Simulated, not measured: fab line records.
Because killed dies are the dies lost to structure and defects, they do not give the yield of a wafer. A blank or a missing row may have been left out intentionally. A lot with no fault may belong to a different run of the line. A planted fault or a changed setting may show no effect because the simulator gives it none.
fab line records / flow sky130
[record] lots = 5 wafers = 15 last_day = 49
route steps=708 shown PAD_OPEN@700
lots untouched by any fault: they come from a run of this same line in which no faults occurred
start_h: the number of hours between the record's first day and the start of the first shown wafer of the lot / wait_h: how many hours have passed since the lot's step before this one / " the same as in the row above / L1.1+2: one row covering several wafers at once / - no value, or no start given / * or withheld: withheld / < > ~ a bound
route shown NAME@n: names a module that has steps shown in the file, with the first one's number in the route / usual: mean and standard deviation over wafers with no fault / same: alike in all rows / chamber/n: place in a boat / sites: per-site readings / _std_site: standard deviation of those values / _edge_site: the outer-site mean with the inner-site mean subtracted / radius_mm: for every site, how far away it sits from the centre of the wafer / mask NAME#n: copy n / behind: tool/chamber where the wafer was last shaped / hold: what put the lot on hold/how long, in hours/how the hold closed / device: the n, p or np transistor that did not switch / end of line: tests run on the same wafers once the route is complete / step lacking rows: just its recipe / killed: the dies lost at the first sort to structure and to defects; this is not the yield of the wafer / map: the dies of a wafer, with x for killed, . for not killed, _ for no die there
set.NAME: the setting the step ran with; set.NAME@STEP: the setting that earlier step ran with / model.NAME: the simulator's own value behind a step, which no gauge read
lots at some steps of the route; a table a step, a row a wafer
services: from which hour (start_h, from the record's first day; less than 0 if before it) a tool's chamber was out of use, for how many hours, and why
[[steps]]
[step SKY_PAD_OPEN_DEVELOP_06]
[recipe] develop_time_s = 60 dev_temp_c = 23
[usual] exhaust_pa = 45.3/1
lot.wafer=L080.2 tool=litho_track-03 chamber=0 start_h=- wait_h=- exhaust_pa=45.9
lot.wafer=L080.4 tool=litho_track-03 chamber=0 start_h=- wait_h=- exhaust_pa=46.0
lot.wafer=L080.6 tool=litho_track-03 chamber=0 start_h=- wait_h=- exhaust_pa=44.0
lot.wafer=L081.4 tool=litho_track-02 chamber=0 start_h=- wait_h=- exhaust_pa=44.5
lot.wafer=L081.5 tool=litho_track-02 chamber=0 start_h=- wait_h=- exhaust_pa=44.8
lot.wafer=L081.6 tool=litho_track-02 chamber=0 start_h=- wait_h=- exhaust_pa=46.1
lot.wafer=L085.1 tool=litho_track-03 chamber=0 start_h=- wait_h=- exhaust_pa=44.3
lot.wafer=L085.5 tool=litho_track-03 chamber=0 start_h=- wait_h=- exhaust_pa=43.6
lot.wafer=L085.6 tool=litho_track-03 chamber=0 start_h=- wait_h=- exhaust_pa=45.5
lot.wafer=L086.1 tool=litho_track-02 chamber=0 start_h=- wait_h=- exhaust_pa=46.6
lot.wafer=L086.2 tool=litho_track-02 chamber=0 start_h=- wait_h=- exhaust_pa=45.5
lot.wafer=L086.5 tool=litho_track-02 chamber=0 start_h=- wait_h=- exhaust_pa=47.4
lot.wafer=L094.1 tool=litho_track-01 chamber=0 start_h=- wait_h=- exhaust_pa=42.8
lot.wafer=L094.2 tool=litho_track-01 chamber=0 start_h=- wait_h=- exhaust_pa=43.6
lot.wafer=L094.4 tool=litho_track-01 chamber=0 start_h=- wait_h=- exhaust_pa=43.9
[step SKY_PAD_OPEN_ETCH_07]
[recipe] chemistry = CF4/O2 target_depth_nm = 725 stop_on = AlCu source_w = 800 bias_w = 150 pressure_mtorr = 150 cf4_flow_sccm = 80 O2_flow_sccm = 10 time_s = 161.1
[usual] bias_w = 150.0/0.44 drypump_motor_current_A = 5.7/0.38 oes_product_au = 0.979/0.0075 throttle_valve_pct = 5.965/0.0097
lot.wafer=L080.2 tool=rie_diel-03 chamber=2 start_h=1117.08 wait_h=- bias_w=150.1 drypump_motor_current_A=6.0 oes_product_au=0.988 rf_hours_counter_h=14 throttle_valve_pct=5.962
lot.wafer=L080.4 tool=rie_diel-03 chamber=2 start_h=1117.08 wait_h=- bias_w=150.5 drypump_motor_current_A=5.9 oes_product_au=0.994 rf_hours_counter_h=- throttle_valve_pct=5.959
lot.wafer=L080.6 tool=rie_diel-03 chamber=3 start_h=1117.08 wait_h=- bias_w=150.6 drypump_motor_current_A=5.4 oes_product_au=0.985 rf_hours_counter_h=- throttle_valve_pct=5.949
lot.wafer=L081.4 tool=rie_diel-04 chamber=3 start_h=1120.58 wait_h=- bias_w=150.0 drypump_motor_current_A=5.3 oes_product_au=0.984 rf_hours_counter_h=17 throttle_valve_pct=5.983
lot.wafer=L081.5 tool=rie_diel-04 chamber=1 start_h=1120.58 wait_h=- bias_w=150.3 drypump_motor_current_A=4.9 oes_product_au=0.984 rf_hours_counter_h=- throttle_valve_pct=5.948
lot.wafer=L081.6 tool=rie_diel-04 chamber=0 start_h=1120.58 wait_h=- bias_w=150.3 drypump_motor_current_A=6.0 oes_product_au=0.979 rf_hours_counter_h=- throttle_valve_pct=5.961
lot.wafer=L085.1 tool=rie_diel-01 chamber=1 start_h=1143.23 wait_h=- bias_w=149.5 drypump_motor_current_A=5.7 oes_product_au=0.969 rf_hours_counter_h=24 throttle_valve_pct=5.973
lot.wafer=L085.5 tool=rie_diel-01 chamber=2 start_h=1143.23 wait_h=- bias_w=150.4 drypump_motor_current_A=5.4 oes_product_au=0.986 rf_hours_counter_h=- throttle_valve_pct=5.960
lot.wafer=L085.6 tool=rie_diel-01 chamber=3 start_h=1143.23 wait_h=- bias_w=150.0 drypump_motor_current_A=5.8 oes_product_au=0.978 rf_hours_counter_h=- throttle_valve_pct=5.967
lot.wafer=L086.1 tool=rie_diel-04 chamber=1 start_h=1146.23 wait_h=- bias_w=149.8 drypump_motor_current_A=4.9 oes_product_au=0.979 rf_hours_counter_h=22 throttle_valve_pct=5.966
lot.wafer=L086.2 tool=rie_diel-04 chamber=0 start_h=1146.23 wait_h=- bias_w=150.7 drypump_motor_current_A=6.0 oes_product_au=0.978 rf_hours_counter_h=8 throttle_valve_pct=5.958
lot.wafer=L086.5 tool=rie_diel-04 chamber=3 start_h=1146.23 wait_h=- bias_w=150.5 drypump_motor_current_A=5.3 oes_product_au=0.993 rf_hours_counter_h=- throttle_valve_pct=5.981
lot.wafer=L094.1 tool=rie_diel-03 chamber=1 start_h=1184.89 wait_h=- bias_w=150.3 drypump_motor_current_A=5.6 oes_product_au=0.970 rf_hours_counter_h=19 throttle_valve_pct=5.981
lot.wafer=L094.2 tool=rie_diel-03 chamber=2 start_h=1184.89 wait_h=- bias_w=151.0 drypump_motor_current_A=6.0 oes_product_au=0.990 rf_hours_counter_h=17 throttle_valve_pct=5.956
lot.wafer=L094.4 tool=rie_diel-03 chamber=0 start_h=1184.89 wait_h=- bias_w=150.2 drypump_motor_current_A=6.2 oes_product_au=0.980 rf_hours_counter_h=14 throttle_valve_pct=5.960
[step SKY_PAD_OPEN_STRIP_08]
[recipe] chemistry = O2/N2 power_w = 1400 pressure_mtorr = 1500 platen_temp_c = withheld overash_fraction = 0.7 o2_flow_sccm = 3000 n2_flow_sccm = 300
[usual] drypump_motor_current_A = 6.0/0.7 oes_product_au = 0.662/0.0042 strip_time_to_endpoint_s = 37.09/0.09
lot.wafer=L080.2 tool=plasma_asher-01 chamber=0 start_h=1117.18 wait_h=0.1 drypump_motor_current_A=5.9 oes_product_au=0.666 rf_hours_counter_h=76 strip_time_to_endpoint_s=37.04
lot.wafer=L080.4 tool=plasma_asher-01 chamber=0 start_h=1117.18 wait_h=0.1 drypump_motor_current_A=5.9 oes_product_au=0.665 rf_hours_counter_h=- strip_time_to_endpoint_s=37.02
lot.wafer=L080.6 tool=plasma_asher-01 chamber=1 start_h=1117.18 wait_h=0.1 drypump_motor_current_A=6.7 oes_product_au=0.658 rf_hours_counter_h=- strip_time_to_endpoint_s=37.10
lot.wafer=L081.4 tool=plasma_asher-01 chamber=0 start_h=1120.72 wait_h=0.1 drypump_motor_current_A=5.9 oes_product_au=0.661 rf_hours_counter_h=- strip_time_to_endpoint_s=36.97
lot.wafer=L081.5 tool=plasma_asher-01 chamber=1 start_h=1120.72 wait_h=0.1 drypump_motor_current_A=6.7 oes_product_au=0.662 rf_hours_counter_h=- strip_time_to_endpoint_s=37.08
lot.wafer=L081.6 tool=plasma_asher-01 chamber=0 start_h=1120.72 wait_h=0.1 drypump_motor_current_A=5.9 oes_product_au=0.657 rf_hours_counter_h=- strip_time_to_endpoint_s=36.98
lot.wafer=L085.1 tool=plasma_asher-02 chamber=1 start_h=1143.33 wait_h=0.1 drypump_motor_current_A=5.1 oes_product_au=0.664 rf_hours_counter_h=4 strip_time_to_endpoint_s=37.09
lot.wafer=L085.5 tool=plasma_asher-02 chamber=0 start_h=1143.33 wait_h=0.1 drypump_motor_current_A=4.8 oes_product_au=0.663 rf_hours_counter_h=- strip_time_to_endpoint_s=36.96
lot.wafer=L085.6 tool=plasma_asher-02 chamber=1 start_h=1143.33 wait_h=0.1 drypump_motor_current_A=5.1 oes_product_au=0.663 rf_hours_counter_h=- strip_time_to_endpoint_s=37.07
lot.wafer=L086.1 tool=plasma_asher-02 chamber=0 start_h=1146.34 wait_h=0.1 drypump_motor_current_A=4.8 oes_product_au=0.661 rf_hours_counter_h=4 strip_time_to_endpoint_s=37.04
lot.wafer=L086.2 tool=plasma_asher-02 chamber=1 start_h=1146.34 wait_h=0.1 drypump_motor_current_A=5.0 oes_product_au=0.666 rf_hours_counter_h=4 strip_time_to_endpoint_s=37.07
lot.wafer=L086.5 tool=plasma_asher-02 chamber=0 start_h=1146.34 wait_h=0.1 drypump_motor_current_A=4.8 oes_product_au=0.652 rf_hours_counter_h=- strip_time_to_endpoint_s=37.07
lot.wafer=L094.1 tool=plasma_asher-01 chamber=0 start_h=1185.00 wait_h=0.1 drypump_motor_current_A=5.9 oes_product_au=0.661 rf_hours_counter_h=83 strip_time_to_endpoint_s=37.08
lot.wafer=L094.2 tool=plasma_asher-01 chamber=1 start_h=1185.00 wait_h=0.1 drypump_motor_current_A=6.7 oes_product_au=0.660 rf_hours_counter_h=83 strip_time_to_endpoint_s=37.10
lot.wafer=L094.4 tool=plasma_asher-01 chamber=1 start_h=1185.00 wait_h=0.1 drypump_motor_current_A=6.7 oes_product_au=0.667 rf_hours_counter_h=- strip_time_to_endpoint_s=37.15
[step SKY_PAD_OPEN_STRIP_09]
[recipe] chemistry = post_etch_residue_remover time_s = 1200 temp_c = 72.5
[usual] bath_heat_duty_pct = 14.3/2.1
lot.wafer=L080.2 tool=wet_bench-03 chamber=0 start_h=1117.28 wait_h=0.1 bath_heat_duty_pct=15.7
lot.wafer=L080.4 tool=wet_bench-03 chamber=0 start_h=1117.28 wait_h=0.1 bath_heat_duty_pct=15.2
lot.wafer=L080.6 tool=wet_bench-03 chamber=0 start_h=1117.28 wait_h=0.1 bath_heat_duty_pct=17.2
lot.wafer=L081.4 tool=wet_bench-03 chamber=3 start_h=1120.79 wait_h=0.0 bath_heat_duty_pct=14.9
lot.wafer=L081.5 tool=wet_bench-03 chamber=3 start_h=1120.79 wait_h=0.0 bath_heat_duty_pct=15.8
lot.wafer=L081.6 tool=wet_bench-03 chamber=3 start_h=1120.79 wait_h=0.0 bath_heat_duty_pct=14.4
lot.wafer=L085.1 tool=wet_bench-01 chamber=2 start_h=1143.43 wait_h=0.1 bath_heat_duty_pct=16.4
lot.wafer=L085.5 tool=wet_bench-01 chamber=2 start_h=1143.43 wait_h=0.1 bath_heat_duty_pct=16.7
lot.wafer=L085.6 tool=wet_bench-01 chamber=2 start_h=1143.43 wait_h=0.1 bath_heat_duty_pct=16.5
lot.wafer=L086.1 tool=wet_bench-01 chamber=3 start_h=1146.44 wait_h=0.1 bath_heat_duty_pct=10.7
lot.wafer=L086.2 tool=wet_bench-01 chamber=3 start_h=1146.44 wait_h=0.1 bath_heat_duty_pct=11.3
lot.wafer=L086.5 tool=wet_bench-01 chamber=3 start_h=1146.44 wait_h=0.1 bath_heat_duty_pct=12.2
lot.wafer=L094.1 tool=wet_bench-04 chamber=1 start_h=1185.10 wait_h=0.1 bath_heat_duty_pct=11.2
lot.wafer=L094.2 tool=wet_bench-04 chamber=1 start_h=1185.10 wait_h=0.1 bath_heat_duty_pct=11.4
lot.wafer=L094.4 tool=wet_bench-04 chamber=1 start_h=1185.10 wait_h=0.1 bath_heat_duty_pct=11.4
[step SKY_PAD_OPEN_CLEAN_10]
[recipe] chemistry = IPA time_s = 180 temp_c = 25
[usual] bath_heat_duty_pct = 6.2/0.88
lot.wafer=L080.2 tool=wet_bench-01 chamber=2 start_h=1117.62 wait_h=0.0 bath_heat_duty_pct=7.8
lot.wafer=L080.4 tool=wet_bench-01 chamber=2 start_h=1117.62 wait_h=0.0 bath_heat_duty_pct=7.7
lot.wafer=L080.6 tool=wet_bench-01 chamber=2 start_h=1117.62 wait_h=0.0 bath_heat_duty_pct=6.9
lot.wafer=L081.4 tool=wet_bench-04 chamber=0 start_h=1121.13 wait_h=0.0 bath_heat_duty_pct=6.1
lot.wafer=L081.5 tool=wet_bench-04 chamber=0 start_h=1121.13 wait_h=0.0 bath_heat_duty_pct=6.6
lot.wafer=L081.6 tool=wet_bench-04 chamber=0 start_h=1121.13 wait_h=0.0 bath_heat_duty_pct=5.9
lot.wafer=L085.1 tool=wet_bench-04 chamber=2 start_h=1143.77 wait_h=0.0 bath_heat_duty_pct=6.5
lot.wafer=L085.5 tool=wet_bench-04 chamber=2 start_h=1143.77 wait_h=0.0 bath_heat_duty_pct=6.4
lot.wafer=L085.6 tool=wet_bench-04 chamber=2 start_h=1143.77 wait_h=0.0 bath_heat_duty_pct=6.6
lot.wafer=L086.1 tool=wet_bench-03 chamber=2 start_h=1146.78 wait_h=0.0 bath_heat_duty_pct=5.2
lot.wafer=L086.2 tool=wet_bench-03 chamber=2 start_h=1146.78 wait_h=0.0 bath_heat_duty_pct=5.8
lot.wafer=L086.5 tool=wet_bench-03 chamber=2 start_h=1146.78 wait_h=0.0 bath_heat_duty_pct=5.6
lot.wafer=L094.1 tool=wet_bench-01 chamber=3 start_h=1185.44 wait_h=0.0 bath_heat_duty_pct=5.4
lot.wafer=L094.2 tool=wet_bench-01 chamber=3 start_h=1185.44 wait_h=0.0 bath_heat_duty_pct=4.5
lot.wafer=L094.4 tool=wet_bench-01 chamber=3 start_h=1185.44 wait_h=0.0 bath_heat_duty_pct=4.8
[step SKY_PAD_OPEN_CLEAN_11]
[recipe] chemistry = O3/DIW dry = n2_spin
lot.wafer=L080.2+4+6 tool=wet_bench-01 chamber=0 start_h=1117.68 wait_h=0.0
lot.wafer=L081.4+5+6 tool=wet_bench-03 chamber=0 start_h=1121.19 wait_h=0.0
lot.wafer=L085.1+5+6 tool=wet_bench-01 chamber=3 start_h=1143.83 wait_h=0.0
lot.wafer=L086.1+2+5 tool=wet_bench-04 chamber=3 start_h=1146.84 wait_h=0.0
lot.wafer=L094.1+2+4 tool=wet_bench-03 chamber=3 start_h=1185.50 wait_h=0.0
[step SKY_PAD_OPEN_ANNEAL_12]
[recipe] temp_c = 400 time_s = withheld ambient = N2/H2 idle_temp_c = 300 ramp_up_c_per_min = 8 ramp_down_c_per_min = 4
[usual] spike_tc_upper_C = 399.9/1.9 tube_center_temp_C_max = 401.04/0.19 zone_power_centre_pct = 4.87/0.25
lot.wafer=L080.2 tool=furnace-02 chamber=0 start_h=1117.77 wait_h=0.0 spike_tc_upper_C=396.0 tube_center_temp_C_max=400.80 zone_power_centre_pct=4.56
lot.wafer=L080.4 tool=furnace-02 chamber=0 start_h=1117.77 wait_h=0.0 spike_tc_upper_C=400.7 tube_center_temp_C_max=401.42 zone_power_centre_pct=4.62
lot.wafer=L080.6 tool=furnace-02 chamber=0 start_h=1117.77 wait_h=0.0 spike_tc_upper_C=397.5 tube_center_temp_C_max=401.01 zone_power_centre_pct=4.55
lot.wafer=L081.4 tool=furnace-01 chamber=0 start_h=1121.28 wait_h=0.0 spike_tc_upper_C=400.9 tube_center_temp_C_max=400.99 zone_power_centre_pct=5.04
lot.wafer=L081.5 tool=furnace-01 chamber=0 start_h=1121.28 wait_h=0.0 spike_tc_upper_C=400.3 tube_center_temp_C_max=401.44 zone_power_centre_pct=5.11
lot.wafer=L081.6 tool=furnace-01 chamber=0 start_h=1121.28 wait_h=0.0 spike_tc_upper_C=402.4 tube_center_temp_C_max=400.75 zone_power_centre_pct=5.05
lot.wafer=L085.1 tool=furnace-01 chamber=0 start_h=1143.92 wait_h=0.0 spike_tc_upper_C=400.4 tube_center_temp_C_max=401.02 zone_power_centre_pct=5.09
lot.wafer=L085.5 tool=furnace-01 chamber=0 start_h=1143.92 wait_h=0.0 spike_tc_upper_C=401.4 tube_center_temp_C_max=400.92 zone_power_centre_pct=5.09
lot.wafer=L085.6 tool=furnace-01 chamber=0 start_h=1143.92 wait_h=0.0 spike_tc_upper_C=401.7 tube_center_temp_C_max=400.88 zone_power_centre_pct=5.16
lot.wafer=L086.1 tool=furnace-02 chamber=0 start_h=1146.94 wait_h=0.0 spike_tc_upper_C=395.8 tube_center_temp_C_max=401.11 zone_power_centre_pct=4.57
lot.wafer=L086.2 tool=furnace-02 chamber=0 start_h=1146.94 wait_h=0.0 spike_tc_upper_C=398.4 tube_center_temp_C_max=400.88 zone_power_centre_pct=4.57
lot.wafer=L086.5 tool=furnace-02 chamber=0 start_h=1146.94 wait_h=0.0 spike_tc_upper_C=398.8 tube_center_temp_C_max=400.97 zone_power_centre_pct=4.60
lot.wafer=L094.1 tool=furnace-01 chamber=0 start_h=1185.59 wait_h=0.0 spike_tc_upper_C=401.7 tube_center_temp_C_max=400.98 zone_power_centre_pct=5.11
lot.wafer=L094.2 tool=furnace-01 chamber=0 start_h=1185.59 wait_h=0.0 spike_tc_upper_C=402.7 tube_center_temp_C_max=400.83 zone_power_centre_pct=5.08
lot.wafer=L094.4 tool=furnace-01 chamber=0 start_h=1185.59 wait_h=0.0 spike_tc_upper_C=401.2 tube_center_temp_C_max=401.08 zone_power_centre_pct=5.02
[step SKY_PAD_OPEN_BOW_MEAS_13]
[recipe] mode = bow
[usual] PAD_OPEN_BOW = 48/10
lot.wafer=L080.2 tool=film_metro-02 chamber=- start_h=1119.29 wait_h=- PAD_OPEN_BOW[um]=51
lot.wafer=L080.4 tool=film_metro-02 chamber=- start_h=1119.29 wait_h=- PAD_OPEN_BOW[um]=53
lot.wafer=L080.6 tool=film_metro-02 chamber=- start_h=1119.29 wait_h=- PAD_OPEN_BOW[um]=52
lot.wafer=L081.4 tool=film_metro-04 chamber=- start_h=1122.84 wait_h=- PAD_OPEN_BOW[um]=48
lot.wafer=L081.5 tool=film_metro-04 chamber=- start_h=1122.84 wait_h=- PAD_OPEN_BOW[um]=49
lot.wafer=L081.6 tool=film_metro-04 chamber=- start_h=1122.84 wait_h=- PAD_OPEN_BOW[um]=59
lot.wafer=L085.1 tool=film_metro-02 chamber=- start_h=1145.42 wait_h=- PAD_OPEN_BOW[um]=51
lot.wafer=L085.5 tool=film_metro-02 chamber=- start_h=1145.42 wait_h=- PAD_OPEN_BOW[um]=55
lot.wafer=L085.6 tool=film_metro-02 chamber=- start_h=1145.42 wait_h=- PAD_OPEN_BOW[um]=59
lot.wafer=L086.1 tool=film_metro-04 chamber=- start_h=1148.44 wait_h=- PAD_OPEN_BOW[um]=48
lot.wafer=L086.2 tool=film_metro-04 chamber=- start_h=1148.44 wait_h=- PAD_OPEN_BOW[um]=48
lot.wafer=L086.5 tool=film_metro-04 chamber=- start_h=1148.44 wait_h=- PAD_OPEN_BOW[um]=42
lot.wafer=L094.1 tool=film_metro-02 chamber=- start_h=1187.09 wait_h=- PAD_OPEN_BOW[um]=56
lot.wafer=L094.2 tool=film_metro-02 chamber=- start_h=1187.09 wait_h=- PAD_OPEN_BOW[um]=52
lot.wafer=L094.4 tool=film_metro-02 chamber=- start_h=1187.09 wait_h=- PAD_OPEN_BOW[um]=36
[step SKY_PAD_OPEN_PROBE_99]
[usual] defect_limited_yield = 82.9/2.2 killed_at_M0_to_M3 = 42/7 killed_at_M4_up = 2.8/1.8 killed_at_contacts = 24/5.8 killed_at_front_end = 15/4.8 killed_at_other = 0.3/0.56 killed_dies = 84/11 killed_open = 46/7.8 killed_short = 38/6.3 sort_bin_3_pad_short = 0.8/0.43 sort_bin_5_function = 10.2/1.6 sort_bin_6_memory = 6.0/1.1 sort_n_pass = 408/11 sort_yield_pct = 82.9/2.2
[same] gross_dies = 492 killed_at_back_side = 0 sort_bin_4_leakage[%] = 0 sort_bin_8_speed[%] = 0
lot.wafer=L080.2 tool=prober-01 chamber=- start_h=1119.44 wait_h=0.1 defect_limited_yield[%]=82.9 killed_at_M0_to_M3=42 killed_at_M4_up=5 killed_at_contacts=25 killed_at_front_end=12 killed_at_other=0 killed_dies=84 killed_open=47 killed_short=37 sort_bin_3_pad_short[%]=0.4 sort_bin_5_function[%]=10.0 sort_bin_6_memory[%]=6.7 sort_n_pass=408 sort_yield_pct[%]=82.9
lot.wafer=L080.4 tool=prober-01 chamber=- start_h=1119.54 wait_h=0.2 defect_limited_yield[%]=81.1 killed_at_M0_to_M3=45 killed_at_M4_up=2 killed_at_contacts=30 killed_at_front_end=15 killed_at_other=1 killed_dies=93 killed_open=51 killed_short=42 sort_bin_3_pad_short[%]=0.4 sort_bin_5_function[%]=12.4 sort_bin_6_memory[%]=6.1 sort_n_pass=399 sort_yield_pct[%]=81.1
lot.wafer=L080.6 tool=prober-01 chamber=- start_h=1119.64 wait_h=0.2 defect_limited_yield[%]=82.9 killed_at_M0_to_M3=42 killed_at_M4_up=1 killed_at_contacts=23 killed_at_front_end=18 killed_at_other=0 killed_dies=84 killed_open=39 killed_short=45 sort_bin_3_pad_short[%]=1.4 sort_bin_5_function[%]=9.3 sort_bin_6_memory[%]=6.3 sort_n_pass=408 sort_yield_pct[%]=82.9
lot.wafer=L085.1 tool=prober-02 chamber=- start_h=1145.54 wait_h=0.1 defect_limited_yield[%]=80.5 killed_at_M0_to_M3=49 killed_at_M4_up=1 killed_at_contacts=24 killed_at_front_end=21 killed_at_other=1 killed_dies=96 killed_open=52 killed_short=44 sort_bin_3_pad_short[%]=1.2 sort_bin_5_function[%]=12.8 sort_bin_6_memory[%]=5.5 sort_n_pass=396 sort_yield_pct[%]=80.5
lot.wafer=L085.5 tool=prober-02 chamber=- start_h=1145.74 wait_h=0.2 defect_limited_yield[%]=80.7 killed_at_M0_to_M3=50 killed_at_M4_up=2 killed_at_contacts=26 killed_at_front_end=16 killed_at_other=1 killed_dies=95 killed_open=50 killed_short=44 sort_bin_3_pad_short[%]=1.0 sort_bin_5_function[%]=11.0 sort_bin_6_memory[%]=7.3 sort_n_pass=397 sort_yield_pct[%]=80.7
lot.wafer=L085.6 tool=prober-02 chamber=- start_h=1145.79 wait_h=0.2 defect_limited_yield[%]=81.9 killed_at_M0_to_M3=47 killed_at_M4_up=2 killed_at_contacts=24 killed_at_front_end=16 killed_at_other=0 killed_dies=89 killed_open=54 killed_short=35 sort_bin_3_pad_short[%]=0.6 sort_bin_5_function[%]=12.2 sort_bin_6_memory[%]=5.3 sort_n_pass=403 sort_yield_pct[%]=81.9
lot.wafer=L086.1 tool=prober-01 chamber=- start_h=1148.56 wait_h=0.1 defect_limited_yield[%]=84.8 killed_at_M0_to_M3=39 killed_at_M4_up=2 killed_at_contacts=18 killed_at_front_end=16 killed_at_other=0 killed_dies=75 killed_open=42 killed_short=33 sort_bin_3_pad_short[%]=1.2 sort_bin_5_function[%]=9.3 sort_bin_6_memory[%]=4.7 sort_n_pass=417 sort_yield_pct[%]=84.8
lot.wafer=L086.2 tool=prober-01 chamber=- start_h=1148.61 wait_h=0.1 defect_limited_yield[%]=80.1 killed_at_M0_to_M3=50 killed_at_M4_up=5 killed_at_contacts=28 killed_at_front_end=15 killed_at_other=0 killed_dies=98 killed_open=59 killed_short=39 sort_bin_3_pad_short[%]=1.0 sort_bin_5_function[%]=12.8 sort_bin_6_memory[%]=6.1 sort_n_pass=394 sort_yield_pct[%]=80.1
lot.wafer=L086.5 tool=prober-01 chamber=- start_h=1148.76 wait_h=0.2 defect_limited_yield[%]=79.3 killed_at_M0_to_M3=38 killed_at_M4_up=3 killed_at_contacts=40 killed_at_front_end=20 killed_at_other=1 killed_dies=102 killed_open=53 killed_short=48 sort_bin_3_pad_short[%]=0.8 sort_bin_5_function[%]=12.0 sort_bin_6_memory[%]=7.9 sort_n_pass=390 sort_yield_pct[%]=79.3
// killed by level:class
L080.2 CONTACT:geometric_particle:open=10 METAL1:geometric_particle:short=8 VIA1:geometric_particle:open=8 LI_CONTACT:geometric_particle:open=6 VIA2:geometric_particle:open=6 CONTACT:geometric_particle:short=5 VIA3:geometric_particle:open=5 POLY_GATE:geometric_particle:short=4
L080.4 CONTACT:geometric_particle:open=13 VIA1:geometric_particle:open=11 VIA3:geometric_particle:open=11 FIELD_ISO:geometric_particle:short=7 LI_CONTACT:geometric_particle:open=7 CONTACT:geometric_particle:short=7 VIA1:geometric_particle:short=6 VIA2:geometric_particle:short=4
L080.6 CONTACT:geometric_particle:open=10 METAL1:geometric_particle:short=8 POLY_GATE:geometric_particle:short=7 LOCAL_INTERCONNECT:geometric_particle:short=7 VIA3:geometric_particle:short=7 VIA1:geometric_particle:open=6 VIA3:geometric_particle:open=6 FIELD_ISO:geometric_particle:short=5
L085.1 VIA1:geometric_particle:open=15 CONTACT:geometric_particle:open=12 VIA1:geometric_particle:short=7 VIA3:geometric_particle:open=6 FIELD_ISO:geometric_particle:open=5 POLY_GATE:geometric_particle:short=5 VIA2:geometric_particle:open=5 CONTACT:geometric_particle:short=5
L085.5 VIA1:geometric_particle:open=14 CONTACT:geometric_particle:open=10 VIA1:geometric_particle:short=9 LOCAL_INTERCONNECT:geometric_particle:short=8 VIA2:geometric_particle:open=7 LI_CONTACT:geometric_particle:open=5 METAL2:geometric_particle:short=5 VIA3:geometric_particle:open=5
L085.6 VIA1:geometric_particle:open=15 CONTACT:geometric_particle:open=9 FIELD_ISO:geometric_particle:open=7 LI_CONTACT:geometric_particle:open=7 VIA1:geometric_particle:short=7 CONTACT:geometric_particle:short=6 METAL1:geometric_particle:short=5 METAL3:geometric_particle:short=5
L086.1 VIA2:geometric_particle:open=11 VIA3:geometric_particle:open=7 VIA1:geometric_particle:open=7 LI_CONTACT:geometric_particle:open=6 CONTACT:geometric_particle:short=6 FIELD_ISO:geometric_particle:short=5 CONTACT:geometric_particle:open=5 POLY_GATE:geometric_particle:short=4
L086.2 VIA1:geometric_particle:open=11 CONTACT:geometric_particle:open=10 VIA2:geometric_particle:open=9 METAL1:geometric_particle:short=8 VIA3:geometric_particle:open=8 CONTACT:geometric_particle:short=7 LI_CONTACT:geometric_particle:open=6 POLY_GATE:geometric_particle:open=5
L086.5 CONTACT:geometric_particle:open=18 VIA3:geometric_particle:open=8 VIA1:geometric_particle:open=7 CONTACT:geometric_particle:short=7 POLY_GATE:geometric_particle:short=6 LI_CONTACT:geometric_particle:open=6 FIELD_ISO:geometric_particle:short=5 FIELD_ISO:geometric_particle:open=4
[[services]]
tool=furnace-02 chamber=- start_h=1094.53 hours=2.5 kind=pm
tool=plasma_asher-02 chamber=- start_h=1095.71 hours=36.3 kind=repair
tool=furnace-01 chamber=- start_h=1097.06 hours=3.1 kind=pm
tool=rie_diel-03 chamber=0 start_h=1099.04 hours=19.7 kind=repair
tool=rie_diel-01 chamber=3 start_h=1100.28 hours=2.5 kind=repair
tool=rie_diel-03 chamber=3 start_h=1102.62 hours=7.6 kind=repair
tool=rie_diel-03 chamber=3 start_h=1126.37 hours=2.6 kind=repair
tool=rie_diel-04 chamber=- start_h=1130.68 hours=1.6 kind=repair
tool=plasma_asher-01 chamber=- start_h=1150.22 hours=2.8 kind=pm
tool=furnace-02 chamber=- start_h=1153.01 hours=3.5 kind=pm
tool=rie_diel-01 chamber=0 start_h=1160.81 hours=8.6 kind=repair
tool=rie_diel-04 chamber=2 start_h=1166.61 hours=- kind=clean
tool=rie_diel-04 chamber=2 start_h=1166.61 hours=- kind=consumable_replace:focus_ring
tool=rie_diel-04 chamber=2 start_h=1166.61 hours=19.1 kind=scheduled_down
tool=rie_diel-04 chamber=2 start_h=1166.61 hours=19.1 kind=vent_cycle
tool=furnace-02 chamber=- start_h=1178.00 hours=8.8 kind=repair
tool=rie_diel-01 chamber=2 start_h=1179.47 hours=3.0 kind=repair
[[key]]
fault none
